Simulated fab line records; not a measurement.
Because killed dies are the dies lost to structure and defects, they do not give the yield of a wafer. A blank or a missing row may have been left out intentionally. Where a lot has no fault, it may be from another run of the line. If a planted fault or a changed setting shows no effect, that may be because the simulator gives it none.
Matching of chambers ; flow sfq-line ; SFQ_TRILAYER_I6_CMP_CMP_166 on cmp-01: 4 sister chambers
The step polishes SiO2. 8 wafers are shown with their chamber, then 10 later ones without.

WAFERS PAIRED WITH THEIR CHAMBERS
wafer;chamber;motor-current-A (A);time-to-endpoint-s (s)
L694.1;2;11.4;190
L700.3;1;11.1;212
L700.5;2;11.6;203
L707.2;1;11.1;219
L707.4;0;10.9;216
L707.3;3;8.7;210
L708.4;3;8.6;214
L708.5;0;11.4;217

WAFERS WITH NO CHAMBER GIVEN
wafer;motor-current-A (A);time-to-endpoint-s (s)
L708.6;8.4;210
L709.2;9.1;204
L709.4;10.9;208
L709.5;10.7;208
L710.1;11.1;213
L710.2;11.6;204
L710.3;8.3;207
L711.3;11.2;193
L711.1;8.7;199
L711.6;11.6;216

WHICH CHAMBER EACH WENT THROUGH
wafer;from the rows above;in truth
L708.6;3;3
L709.2;3;3
L709.4;can't be placed: 1 or 0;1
L709.5;can't be placed: 1 or 0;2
L710.1;can't be placed: 1 or 0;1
L710.2;can't be placed: 2 or 0 or 1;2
L710.3;3;3
L711.3;2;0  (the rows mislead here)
L711.1;3;3
L711.6;can't be placed: 0 or 1 or 2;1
Correct placement for 4 of the 10. Unplaceable from these rows: 5, with the true chamber sitting among the candidates in 4. Placed wrongly: 1.
How it was worked out, from the rows above alone: a wafer's distance from a chamber is the root of the sum, over the readings, of the square of ((its reading less the chamber's mean) divided by the reading's scatter). If the next closest chamber is less than 2 further off than the closest, the wafer can't be placed; otherwise it belongs to the closest. Each chamber's mean is taken over the wafers shown for it. The scatter: the root of (the sum of the squares of (reading less its chamber's mean) over the shown wafers, divided by (wafers less chambers)).
